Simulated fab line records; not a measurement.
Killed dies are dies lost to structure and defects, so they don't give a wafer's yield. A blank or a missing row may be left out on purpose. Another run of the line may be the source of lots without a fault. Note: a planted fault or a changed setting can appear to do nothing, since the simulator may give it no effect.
Chamber matching + flow sky130 + SKY_FIELD_ISO_CMP_27 on cmp-01: 4 sister chambers
The step polishes, stops on Si3N4, t overpolish 16 s, target thk 457.8 nm. 8 wafers are shown with their chamber, then 8 later ones without.

## WAFERS, EACH WITH ITS CHAMBER
| wafer  | chamber | motorCurrentA (A) | timeToEndpointS (s) |
|--------|---------|-------------------|---------------------|
| L585.4 | 3       | 13.3              | 113                 |
| L586.6 | 1       | 11.9              | 118                 |
| L587.2 | 0       | 11.0              | 122                 |
| L587.3 | 3       | 12.9              | 118                 |
| L595.2 | 0       | 11.2              | 112                 |
| L595.3 | 2       | 11.9              | 102                 |
| L595.5 | 1       | 12.4              | 112                 |
| L596.3 | 2       | 11.9              | 105                 |

## WAFERS MISSING THEIR CHAMBER
| wafer  | motorCurrentA (A) | timeToEndpointS (s) |
|--------|-------------------|---------------------|
| L596.5 | 12.3              | 114                 |
| L596.6 | 11.1              | 115                 |
| L597.4 | 11.7              | 112                 |
| L597.5 | 12.1              | 103                 |
| L597.6 | 12.3              | 111                 |
| L605.2 | 12.7              | 111                 |
| L605.3 | 10.8              | 115                 |
| L605.4 | 13.1              | 112                 |

## WHICH CHAMBER EACH WENT THROUGH
| wafer  | from the rows above          | in truth |
|--------|------------------------------|----------|
| L596.5 | 1                            | 1        |
| L596.6 | 0                            | 0        |
| L597.4 | can't be placed: 1 or 2 or 0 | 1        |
| L597.5 | can't be placed: 2 or 1      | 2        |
| L597.6 | can't be placed: 1 or 2      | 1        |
| L605.2 | can't be placed: 3 or 1 or 2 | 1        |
| L605.3 | 0                            | 0        |
| L605.4 | 3                            | 3        |
Correct placement for 4 of the 8. Can't be placed from these rows: 4 (the true chamber is among the candidates in 4). 0 placed wrongly.
How it was worked out, from the rows above alone: a wafer's distance from a chamber is the root of the sum, over the readings, of the square of ((its reading less the chamber's mean) divided by the reading's scatter). If the next closest chamber is less than 2 further off than the closest, the wafer can't be placed; otherwise it belongs to the closest. The mean given for a chamber averages the wafers shown for that chamber. The scatter: the root of (the sum of the squares of (reading less its chamber's mean) over the shown wafers, divided by (wafers less chambers)).
